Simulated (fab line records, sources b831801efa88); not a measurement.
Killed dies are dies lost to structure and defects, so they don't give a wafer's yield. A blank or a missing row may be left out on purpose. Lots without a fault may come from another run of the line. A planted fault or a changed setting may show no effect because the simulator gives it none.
Problem report in the 8D (eight disciplines) form, filled by code | flow gf180mcu | the parts of the form that need people (team, actions taken, sign-off) are left out

1. THE PROBLEM
PSD_TW at GF_PSD_TW_MEAS_11 reads a mean of 30 on 3 wafers of 1 lot; wafers without a fault read 3178 with a standard deviation of 36. That is -87 standard deviations from the usual mean.
First seen on wafer L362.2, day 20 04:50, on film_metro-02. The record holds 30 wafers of 10 lots with a number at this step. Rule for "out", or "out of limits": more than 4 standard deviations from the usual mean. The other wafers with a number count as sound.

2. WHAT IT IS AND WHAT IT IS NOT
question                    | is                     | is not
which readings at this step | PSD_TW                 | -
which lots                  | L362                   | L347, L349, L350, L353, L354, L357, L367, L368, L369
which wafers of those lots  | all that have a number | -
read on which gauges        | film_metro-02          | film_metro-03, film_metro-04
when                        | from day 20 04:50      | up to then (18 sound wafers); but 9 sound wafers of L367, L368, L369 came after

3. SUSPECTS, AND WHAT RULES EACH OUT
Counting: a tool at a process step up to the reading stays a suspect if it ran every lot that is out and no sound lot after the first of them.
- the gauge at GF_PSD_TW_MEAS_11: ruled out. All the wafers that are out were read on film_metro-02, but those of them that GF_NSD_STRIP_11 has rows for are out there too, on other tools.
- plasma_asher-03 at GF_NSD_STRIP_11 (strips in O2/N2): ruled out as a lasting fault. Sound lots L369 ran on it after its first lot that is out, L362 (day 19 04:07).
- plasma_asher-02 at GF_PSD_STRIP_10 (strips in O2/N2): ruled out as a lasting fault. Sound lots L369 ran on it after its first lot that is out, L362 (day 20 04:44).
Left after counting: nothing in the record.

4. THE CAUSE (what the simulator had put in)
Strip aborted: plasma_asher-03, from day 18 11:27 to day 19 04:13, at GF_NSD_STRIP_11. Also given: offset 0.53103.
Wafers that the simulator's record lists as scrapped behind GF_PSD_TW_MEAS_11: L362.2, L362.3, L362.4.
Counting ruled it out, wrongly: the rule takes a fault to strike every lot that its tool runs from its start on, and this one did not.

5. THE CHAIN OF EFFECTS, in route order
Each row: a reading whose mean over the struck wafers that have a number lies more than 3 standard deviations from the usual. Only readings for which the record gives a usual standard deviation are gone through. hours: the time from each lot's start at the first step in this table that gives one to its start at this step, as a median over the lots. sigmas: the change in usual standard deviations.
hours | step              | reading                  | usual      | on struck wafers | change | sigmas
0     | GF_NSD_STRIP_11   | oes_product_au           | 0.486 a.u. | 0.459            | -0.027 | -6.4
25    | GF_PSD_STRIP_10   | oes_product_au           | 0.591 a.u. | 0.632            | +0.041 | +9.0
25    | GF_PSD_STRIP_10   | strip_time_to_endpoint_s | 16.52 s    | 23.37            | +6.85  | +99 or more
25    | GF_PSD_TW_MEAS_11 | PSD_TW                   | 3178       | 30               | -3148  | -87
The process steps in it:
- GF_NSD_STRIP_11: strips in O2/N2.
- GF_PSD_STRIP_10: strips in O2/N2.
Readings that are blank on the struck wafers while sound wafers have them: strip_time_to_endpoint_s at GF_NSD_STRIP_11.

6. WHAT WOULD HAVE CAUGHT IT SOONER
In this record the first reading out of limits at a measuring or inspecting step was taken at day 20 04:50, 41 hours after the fault began at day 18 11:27.
The tool's own readings at GF_NSD_STRIP_11 were out on every struck wafer that the step has a row for (oes_product_au): an alarm limit on them would have fired on the first of those.
